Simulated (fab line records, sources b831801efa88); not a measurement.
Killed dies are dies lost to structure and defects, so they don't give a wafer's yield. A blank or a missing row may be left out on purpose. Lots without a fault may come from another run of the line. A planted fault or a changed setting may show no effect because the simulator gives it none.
fab line records | flow sky130
record lots=5 wafers=23
route steps=708 shown VIA4@646 METAL5@662 PASSIVATION@687
start_h: hours from the record's first day to the start of the lot's first wafer shown | wait_h: hours since the lot's step before | " the same as in the row above | L1.1+2: a row that stands for several wafers | - no value, or no start given | * or withheld: withheld | < > ~ a bound
route shown NAME@n: a module of which the file shows steps, and the number in the route of the first | usual: mean/standard deviation of fault-free wafers | same: alike in all rows | chamber/n: place in a boat | sites: the reading at each site | _std_site: their standard deviation | _edge_site: outer sites' mean less inner sites' | radius_mm: how far each site lies from the wafer's centre | mask NAME#n: copy n | behind: the tool/chamber that last shaped the wafer | hold: why the lot was held/for how many hours/how that ended | device: the transistor (n, p or np) that didn't switch | end of line: the same wafers' tests at the end of the route | a step without rows: its recipe alone | killed: dies lost to structure and defects at the first sort, not the wafer's yield | map: a wafer's dies, x killed, . not, _ none there
set.NAME: the setting as run; set.NAME@STEP: as run at that earlier step | model.NAME: the simulator's own value behind a step, which no gauge read
lots whose settings were changed on purpose; a table a step, a row a wafer
## steps
# step SKY_VIA4_SOFTBAKE_07
# recipe temp_c=90 time_s=60 resist=NOVOLAK
# columns lot.wafer tool chamber start_h wait_h set.temp_c
L074.1+2+3+4+5 litho_track-03 0 1055.49 0.1 90
L075.1+4+5 litho_track-03 0 1058.84 0.1 90
L077.1+4 litho_track-03 0 1059.44 0.1 88.23
L077.2+5+6 " 0 " " 90
L080.2+4+6 litho_track-04 0 1068.23 0.1 88.79
L080.3+5 " 0 " " 90
L084.1+2+3 litho_track-03 0 1119.14 0.1 87.31
L084.5+6 " 0 " " 90
# step SKY_VIA4_EXPOSE_08
# recipe mask_id=VIM4 na=0.6 source_shape=conventional sigma_outer=0.6 polarization=unpolarized target_cd_nm=800 dose_mj=132
# step SKY_VIA4_PEB_09
# recipe temp_c=withheld time_s=* resist=NOVOLAK
# step SKY_VIA4_DEVELOP_10
# recipe resist=NOVOLAK developer=TMAH develop_time_s=60 dev_temp_c=23
# step SKY_VIA4_ETCH_12
# recipe target=SiO2 chemistry=C4F8/O2/Ar stop_on=TiN mask_material=NOVOLAK source_w=1500 bias_w=1200 pressure_mtorr=40 c4f8_flow_sccm=withheld O2_flow_sccm=6 Ar_flow_sccm=300 time_s=withheld target_depth_a=5800
# usual oes_product_au=0.926/0.0045
# columns lot.wafer tool chamber start_h wait_h set.leave_above_ref_nm@VIA4_CMP_02 oes_product_au model.VIA4.feature_depth_nm
L074.1 rie_diel-02 2 1067.73 0.0 559.8 0.907 559.8
L074.2 " 0 " " 580 0.927 581.7
L074.3 " 1 " " 559.8 0.908 560.2
L074.4 " 3 " " 559.8 0.903 559.9
L074.5 " 1 " " 580 0.918 580.7
L075.1 rie_diel-01 0 1070.94 0.0 580 0.921 578.5
L075.4 " 2 " " 580 0.925 579
L075.5 " 3 " " 580 0.916 579
L077.1 rie_diel-02 1 1071.53 0.0 580 0.924 578.6
L077.2 " 2 " " 580 0.923 579.9
L077.4 " 0 " " 580 0.923 580.5
L077.5 " 1 " " 580 0.927 579.9
L077.6 " 2 " " 580 0.926 579.6
L080.2 rie_diel-02 0 1077.79 0.0 544.6 0.883 544.9
L080.3 " 2 " " 544.6 0.879 544.7
L080.4 " 1 " " 544.6 0.897 542.9
L080.5 " 3 " " 580 0.931 579.8
L080.6 " 0 " " 580 0.931 578.4
L084.1 rie_diel-02 2 1129.26 0.0 580 0.925 580.8
L084.2 " 0 " " 580 0.928 581.2
L084.3 " 1 " " 580 0.925 581.6
L084.5 " 0 " " 580 0.925 580.2
L084.6 " 1 " " 580 0.921 581.8
# step SKY_VIA4_CVD_18
# recipe material=W target_thk_nm=505 time_s=152.14 temp_c=400 pressure_torr=40
# columns lot.wafer tool chamber start_h wait_h set.pressure_torr model.W_of_VIA4_CVD_18.thk_nm
L074.1 cvd_w-01 1 1068.45 0.0 45.8 542.3
L074.2 " 1 " " 45.8 531.3
L074.3 " 1 " " 45.8 542.6
L074.4 " 1 " " 45.8 535.2
L074.5 " 1 " " 45.8 540.9
L075.1 cvd_w-02 1 1071.67 0.0 40 503
L075.4 " 1 " " 40 504
L075.5 " 1 " " 40 502.6
L077.1 cvd_w-01 1 1072.25 0.0 43.75 529.7
L077.2 " 1 " " 43.75 524.5
L077.4 " 1 " " 43.75 529.8
L077.5 " 1 " " 43.75 522.7
L077.6 " 1 " " 43.75 519.4
L080.2 cvd_w-02 1 1078.52 0.0 35.91 477.6
L080.3 " 0 " " 35.91 478.9
L080.4 " 1 " " 35.91 479.7
L080.5 " 0 " " 35.91 476
L080.6 " 1 " " 35.91 479.6
L084.1 cvd_w-02 1 1130.00 0.0 40 502.8
L084.2 " 0 " " 40 505.6
L084.3 " 0 " " 40 505.2
L084.5 " 0 " " 40 507.4
L084.6 " 1 " " 40 501.7
# step SKY_VIA4_RS_MEAS_19
# recipe thk_meas_gauge=four-point-probe reads=W_of_VIA4_CVD_18+TiN_of_VIA4_SPUTTER_17
# usual VIA4_W_RS=0.2278/0.0017
# columns lot.wafer tool chamber start_h wait_h set.pressure_torr@VIA4_CVD_18 VIA4_W_RS[ohm/sq]
L074.1 film_metro-02 - 1068.75 0.3 45.8 0.2107
L074.2 " - " " 45.8 0.2157
L074.3 " - " " 45.8 0.2105
L074.4 " - " " 45.8 0.2140
L074.5 " - " " 45.8 0.2117
L075.1 film_metro-03 - 1071.97 0.3 40 0.2274
L075.4 " - " " 40 0.2266
L075.5 " - " " 40 0.2277
L077.1 film_metro-03 - 1072.55 0.3 43.75 0.2154
L077.2 " - " " 43.75 0.2180
L077.4 " - " " 43.75 0.2161
L077.5 " - " " 43.75 0.2191
L077.6 " - " " 43.75 0.2199
L080.2 film_metro-02 - 1078.69 0.1 35.91 0.2397
L080.3 " - " " 35.91 0.2395
L080.4 " - " " 35.91 0.2388
L080.5 " - " " 35.91 0.2407
L080.6 " - " " 35.91 0.2391
L084.1 film_metro-02 - 1130.15 0.1 40 0.2275
L084.2 " - " " 40 0.2270
L084.3 " - " " 40 0.2264
L084.5 " - " " 40 0.2262
L084.6 " - " " 40 0.2280
# step SKY_VIA4_THK_MEAS_20
# recipe thk_meas_gauge=xrf reads=W_of_VIA4_CVD_18
# usual VIA4_W_THK=489/3.9
# columns lot.wafer tool chamber start_h wait_h set.pressure_torr@VIA4_CVD_18 VIA4_W_THK[nm]
L074.1 film_metro-02 - 1068.87 0.1 45.8 531
L074.2 " - " " 45.8 516
L074.3 " - " " 45.8 530
L074.4 " - " " 45.8 522
L074.5 " - " " 45.8 527
L075.1 film_metro-03 - 1072.09 0.1 40 489
L075.4 " - " " 40 492
L075.5 " - " " 40 487
L077.1 film_metro-03 - 1072.67 0.1 43.75 514
L077.2 " - " " 43.75 509
L077.4 " - " " 43.75 515
L077.5 " - " " 43.75 511
L077.6 " - " " 43.75 510
L080.2 film_metro-02 - 1078.80 0.1 35.91 467
L080.3 " - " " 35.91 469
L080.4 " - " " 35.91 470
L080.5 " - " " 35.91 465
L080.6 " - " " 35.91 470
L084.1 film_metro-02 - 1130.27 0.1 40 484
L084.2 " - " " 40 488
L084.3 " - " " 40 488
L084.5 " - " " 40 489
L084.6 " - " " 40 484
# step SKY_METAL5_SPUTTER_01
# recipe material=TiN target_thk_nm=20 power_w=6500 time_s=16.7 chamber_pressure_pa=0.4
# columns lot.wafer tool chamber start_h wait_h set.time_s model.TiN_of_METAL5_SPUTTER_01.thk_nm
L074.1 pvd_sputter-03 - 1069.26 0.0 16.7 20.05
L074.2 " - " " 16.7 20.28
L074.3 " - " " 18.17 21.62
L074.4 " - " " 18.17 21.86
L074.5 " - " " 16.7 20.11
L075.1 pvd_sputter-04 - 1072.47 0.0 16.7 20.54
L075.4 " - " " 16.7 20.51
L075.5 " - " " 16.7 20.46
L077.1 pvd_sputter-03 - 1073.06 0.0 16.7 20.13
L077.2 " - " " 18.74 22.52
L077.4+5 " - " " 18.74 22.41
L077.6 " - " " 16.7 20.23
L080.2 pvd_sputter-04 - 1079.69 0.0 16.7 20.01
L080.3+4 " - " " 16.7 19.85
L080.5 " - " " 16.7 20
L080.6 " - " " 16.7 20.21
L084.1 pvd_sputter-03 - 1130.66 0.0 16.7 19.76
L084.2 " - " " 18.63 22.34
L084.3 " - " " 16.7 19.62
L084.5 " - " " 18.63 22.07
L084.6 " - " " 16.7 19.73
# step SKY_METAL5_METAL_ETCH_15
# recipe target_depth_a=12600 stop_on=SiO2 over_etch_frac=0.2 time_s=252 chemistry=Cl2/BCl3 resist_sidewall_deg=86 pressure_mtorr=10 icp_w=900 bias_w=48.5 Cl2_flow_sccm=60 bcl3_flow_sccm=30
# columns lot.wafer tool chamber start_h wait_h set.icp_w model.NOVOLAK_of_METAL5_COAT_09.thk_nm
L074.1 rie_metal-01 1 1089.81 0.0 900 1041
L074.2 " 0 " " 900 1036
L074.3+4 " 0,1 " " 865.9 -
L074.5 " 0 " " 865.9 1073
L075.1 rie_metal-01 0 1092.86 0.0 900 1039
L075.4+5 " 0,1 " " 900 1036
L077.1+6 rie_metal-03 1 1093.26 0.0 900 1040
L077.2+4+5 " 0,1,0 " " 900 -
L080.2 rie_metal-01 1 1100.57 0.0 900 1053
L080.3 " 1 " " 833.7 1081
L080.4 " 0 " " 900 1039
L080.5 " 1 " " 900 1043
L080.6 " 0 " " 833.7 1085
L084.1 rie_metal-03 0 1149.71 0.0 974 994.4
L084.2 " 1 " " 900 -
L084.3 " 1 " " 974 983.1
L084.5 " 0 " " 974 -
L084.6 " 1 " " 900 1033
# step SKY_METAL5_STRIP_16
# recipe chemistry=O2/N2 power_w=1400 pressure_mtorr=1500 platen_temp_c=withheld o2_flow_sccm=3000 n2_flow_sccm=300 overash_fraction=0.5
# usual strip_time_to_endpoint_s=13.10/0.11
# columns lot.wafer tool chamber start_h wait_h set.icp_w@METAL5_METAL_ETCH_15 strip_time_to_endpoint_s
L074.1 plasma_asher-02 1 1090.05 0.2 900 13.15
L074.2 " 0 " " 900 13.10
L074.3 " 1 " " 865.9 13.43
L074.4 " 0 " " 865.9 13.43
L074.5 " 0 " " 865.9 13.50
L075.1 plasma_asher-04 1 1093.09 0.2 900 13.13
L075.4 " 1 " " 900 13.10
L075.5 " 0 " " 900 13.09
L077.1 plasma_asher-01 0 1093.50 0.2 900 13.13
L077.2 " 1 " " 900 13.20
L077.4 " 0 " " 900 13.04
L077.5 " 1 " " 900 13.10
L077.6 " 0 " " 900 13.15
L080.2 plasma_asher-01 0 1100.81 0.2 900 13.27
L080.3 " 0 " " 833.7 13.60
L080.4 " 1 " " 900 13.12
L080.5 " 0 " " 900 13.17
L080.6 " 1 " " 833.7 13.65
L084.1 plasma_asher-02 0 1149.95 0.2 974 12.68
L084.2 " 1 " " 900 12.98
L084.3 " 0 " " 974 12.54
L084.5 " 0 " " 974 12.68
L084.6 " 1 " " 900 13.06
# step SKY_PASSIVATION_COAT_06
# recipe spin_rpm=2000 resist_thk_nm=3000
# columns lot.wafer tool chamber start_h wait_h set.resist_thk_nm model.coat_of_PASSIVATION_COAT_06.thk_nm
L074.1 litho_track-04 0 1100.46 0.1 3000 3018
L074.2 " 0 " " 3000 3008
L074.3 " 0 " " 3000 3022
L074.4 " 0 " " 3000 3009
L074.5 " 0 " " 3000 3016
L075.1 litho_track-01 0 1103.93 0.1 3000 3009
L075.4 " 0 " " 3000 3003
L075.5 " 0 " " 3000 3002
L077.1+4 litho_track-03 0 1104.29 0.1 3000 3004
L077.2 " 0 " " 3000 3014
L077.5 " 0 " " 3000 3009
L077.6 " 0 " " 3000 3008
L080.2 litho_track-03 0 1112.81 0.1 2862 2874
L080.3 " 0 " " 2862 2876
L080.4 " 0 " " 3000 3023
L080.5 " 0 " " 3000 3003
L080.6 " 0 " " 3000 3011
L084.1 litho_track-03 0 1160.34 0.1 3000 2995
L084.2 " 0 " " 3000 3006
L084.3+6 " 0 " " 2834 2832
L084.5 " 0 " " 2834 2829
# step SKY_PASSIVATION_SOFTBAKE_07
# recipe temp_c=110 time_s=withheld
# step SKY_PASSIVATION_EXPOSE_08
# recipe mask_id=NSM target_cd_nm=3000 na=0.57 dose_mj=260
# step SKY_PASSIVATION_PEB_09
# recipe temp_c=115 time_s=withheld
# step SKY_PASSIVATION_DEVELOP_10
# recipe develop_time_s=60 dev_temp_c=23
# step SKY_PASSIVATION_ETCH_11
# recipe chemistry=CF4/O2 target_depth_nm=725 stop_on=AlCu source_w=800 bias_w=150 pressure_mtorr=150 cf4_flow_sccm=80 O2_flow_sccm=10 time_s=161.1
# columns lot.wafer tool chamber start_h wait_h set.resist_thk_nm@PASSIVATION_COAT_06 model.coat_of_PASSIVATION_COAT_06.thk_nm
L074.1 rie_diel-04 1 1112.49 - 3000 2529
L074.2 " 2 " " 3000 2516
L074.3 " 0 " " 3000 2533
L074.4 " 3 " " 3000 2520
L074.5 " 3 " " 3000 2531
L075.1 rie_diel-01 3 1115.59 - 3000 2530
L075.4 " 0 " " 3000 2516
L075.5 " 3 " " 3000 2525
L077.1 rie_diel-03 0 1116.26 - 3000 2525
L077.2 " 2 " " 3000 2524
L077.4 " 3 " " 3000 2514
L077.5 " 2 " " 3000 2521
L077.6 " 1 " " 3000 2528
L080.2 rie_diel-03 2 1122.96 - 2862 2375
L080.3 " 0 " " 2862 2385
L080.4 " 1 " " 3000 2532
L080.5 " 1 " " 3000 2512
L080.6 " 0 " " 3000 2524
L084.1 rie_diel-04 1 1169.18 - 3000 2516
L084.2 " 2 " " 3000 2523
L084.3 " 3 " " 2834 2355
L084.5 " 2 " " 2834 2345
L084.6 " 1 " " 2834 2350
# step SKY_PASSIVATION_STRIP_12
# recipe chemistry=O2/N2 power_w=1400 pressure_mtorr=1500 platen_temp_c=withheld overash_fraction=0.7 o2_flow_sccm=3000 n2_flow_sccm=300
# usual strip_time_to_endpoint_s=31.57/0.094
# columns lot.wafer tool chamber start_h wait_h set.resist_thk_nm@PASSIVATION_COAT_06 strip_time_to_endpoint_s
L074.1 plasma_asher-03 1 1112.60 0.1 3000 31.68
L074.2 " 0 " " 3000 31.52
L074.3 " 0 " " 3000 31.71
L074.4 " 1 " " 3000 31.57
L074.5 " 0 " " 3000 31.70
L075.1 plasma_asher-03 0 1115.70 0.1 3000 31.68
L075.4 " 1 " " 3000 31.52
L075.5 " 0 " " 3000 31.62
L077.1 plasma_asher-02 1 1116.36 0.1 3000 31.60
L077.2 " 0 " " 3000 31.61
L077.4 " 0 " " 3000 31.49
L077.5 " 0 " " 3000 31.58
L077.6 " 1 " " 3000 31.67
L080.2 plasma_asher-03 1 1123.06 0.1 2862 29.87
L080.3 " 1 " " 2862 30.00
L080.4 " 0 " " 3000 31.71
L080.5 " 1 " " 3000 31.46
L080.6 " 0 " " 3000 31.62
L084.1 plasma_asher-02 1 1169.28 0.1 3000 31.51
L084.2 " 0 " " 3000 31.59
L084.3 " 1 " " 2834 29.62
L084.5 " 1 " " 2834 29.54
L084.6 " 0 " " 2834 29.60
## key
split step=SKY_VIA4_SOFTBAKE_07 setting=temp_c stated=90 by=wafer
response none clear
split step=SKY_VIA4_CVD_18 setting=pressure_torr stated=40 by=lot
response step=SKY_VIA4_CVD_18 reading=model.W_of_VIA4_CVD_18.thk_nm change=+2.41 per=1% r=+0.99
response step=SKY_VIA4_RS_MEAS_19 reading=VIA4_W_RS change=-0.00109 per=1% r=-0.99
response step=SKY_VIA4_THK_MEAS_20 reading=VIA4_W_THK change=+2.33 per=1% r=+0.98
split step=SKY_METAL5_SPUTTER_01 setting=time_s stated=16.7 by=wafer
response step=SKY_METAL5_SPUTTER_01 reading=model.TiN_of_METAL5_SPUTTER_01.thk_nm change=+0.196 per=1% r=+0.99
split step=SKY_METAL5_METAL_ETCH_15 setting=icp_w stated=900 by=wafer
response step=SKY_METAL5_METAL_ETCH_15 reading=model.NOVOLAK_of_METAL5_COAT_09.thk_nm change=-5.52 per=1% r=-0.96
response step=SKY_METAL5_STRIP_16 reading=strip_time_to_endpoint_s change=* per=1% r=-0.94
split step=SKY_PASSIVATION_COAT_06 setting=resist_thk_nm stated=3000 by=wafer
response step=SKY_PASSIVATION_COAT_06 reading=model.coat_of_PASSIVATION_COAT_06.thk_nm change=+30.3 per=1% r=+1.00
response step=SKY_PASSIVATION_ETCH_11 reading=model.coat_of_PASSIVATION_COAT_06.thk_nm change=+30.8 per=1% r=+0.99
response step=SKY_PASSIVATION_STRIP_12 reading=strip_time_to_endpoint_s change=* per=1% r=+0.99
split outside_this_file step=SKY_VIA4_CMP_02 setting=leave_above_ref_nm
# split outside_this_file: this setting was split too, and the file shows its column; the key of that split is in another file
